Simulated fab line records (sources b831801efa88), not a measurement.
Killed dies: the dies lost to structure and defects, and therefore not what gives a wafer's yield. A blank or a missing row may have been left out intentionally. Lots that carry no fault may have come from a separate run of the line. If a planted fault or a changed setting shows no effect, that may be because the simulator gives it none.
Comparing a struck lot with a sound one	flow sfq-line	13 out of 325 route steps
Sound: the wafers L676.1, L676.4, L676.6. Struck: wafer L668.5 (left out: L668.2, a lot-mate that was not struck); the cause follows at the end.
Order at every step that has rows: each side's tool, ch and its chambers, its first start. Under that, the readings that differ: sound wafers	struck wafers	difference of the means	sigmas: that difference in standard deviations of wafers without a fault.
alike: a reading whose means differ by less than 2 such deviations, as well as words and numbers matching on both sides. not compared: withheld readings; readings where some wafer has no value; bounds like >300 that might hide an equal value; numbers whose values overlap and for which the record gives no deviation.
Wherever a step has rows on one side only, a row that says differs or no value, or a row with sigmas, the two part there. Non-overlapping numbers with no deviation appear without sigmas and do not part them. A reading missing from all wafers of one side parts the sides only when that side holds two or more wafers.

first, 6 steps without rows for these wafers: SFQ_TRILAYER_M4_LITHO_COAT_098 (resist thk 62 nm); SFQ_TRILAYER_M4_LITHO_COAT_093 (resist thk 600 nm); SFQ_TRILAYER_M4_LITHO_SOFTBAKE_097; SFQ_TRILAYER_M4_LITHO_EXPOSE_094 (exposes mask M4, target cd 500 nm); SFQ_TRILAYER_M4_LITHO_PEB_096 (peb time 60 s); SFQ_TRILAYER_M4_LITHO_DEVELOP_095 (time 60 s).
SFQ_M4_OVL_MEAS_926:
  sound on overlay-01 at day 50 06:58; struck on overlay-01 at day 47 09:17
  alike: M4_OVL
SFQ_TRILAYER_M4_BARC_OPEN_METAL_ETCH_123: etches BARC in O2, target depth 125 nm, time 41.7 s.
  sound on rie-metal-03 ch 0,1, day 50 06:59; struck on rie-metal-01 ch 1, day 47 09:19
  alike: drypump-motor-current-A, he-backside-leak-sccm, oes-product-au
  not compared: rf-hours-counter-h
SFQ_TRILAYER_M4_ETCH_METAL_ETCH_096: etches Nb in Cl2/Ar, stops on SiO2, target depth 240 nm, time 120 s.
  sound on rie-metal-03 ch 0,1, day 50 07:03; struck on rie-metal-01 ch 1, day 47 09:23
  alike: drypump-motor-current-A, he-backside-leak-sccm, oes-product-au
  not compared: rf-hours-counter-h
SFQ_TRILAYER_M4_STRIP_STRIP_097: strips in O2.
  sound on rie-metal-03 ch 0,1, day 50 07:11; struck on rie-metal-01 ch 1, day 47 09:30
  alike: drypump-motor-current-A, he-backside-leak-sccm, oes-product-au
  not compared: rf-hours-counter-h
then, 1 step without rows for these wafers: SFQ_TRILAYER_M4_STRIP_SOLV_CLEAN_098 (cleans in NMP, time 600 s).
SFQ_TRILAYER_I4_DEP_PECVD_099: deposits SiO2 from SiH4/N2O, time 111.11 s, target thk 500 nm.
  sound on pecvd-01 ch 0,2, day 50 07:58; struck on pecvd-04 ch 0, day 47 10:17
reading	sound	struck	difference	sigmas
run-length-s (s)	138.8 138.7 138.6	133.7	-5.0	-11
model.SiO2_of_TRILAYER_I4_DEP_PECVD_099.thk-nm (nm)	499.6 510.8 504.9	479.7	-25.4	
  alike: heater-power-w, showerhead-vpp-V, throttle-valve-pct
  not compared: susceptor-temp-C
SFQ_TRILAYER_I4_CMP_CMP_100: polishes SiO2.
  sound on cmp-02 ch 0,3, day 50 16:56; struck on cmp-01 ch 2, day 47 14:16
reading	sound	struck	difference	sigmas
time-to-endpoint-s (s)	215 219 220	200	-18	-3
  alike: motor-current-A, slurry-filter-dp-kPa

== WHERE THEY PART ==
At SFQ_TRILAYER_I4_DEP_PECVD_099 first; at SFQ_TRILAYER_I4_CMP_CMP_100 last (within this record only).

WHY: the cause the simulator had injected
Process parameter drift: pecvd-04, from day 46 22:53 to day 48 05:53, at SFQ_TRILAYER_I4_DEP_PECVD_099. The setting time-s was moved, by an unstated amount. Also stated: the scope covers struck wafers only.
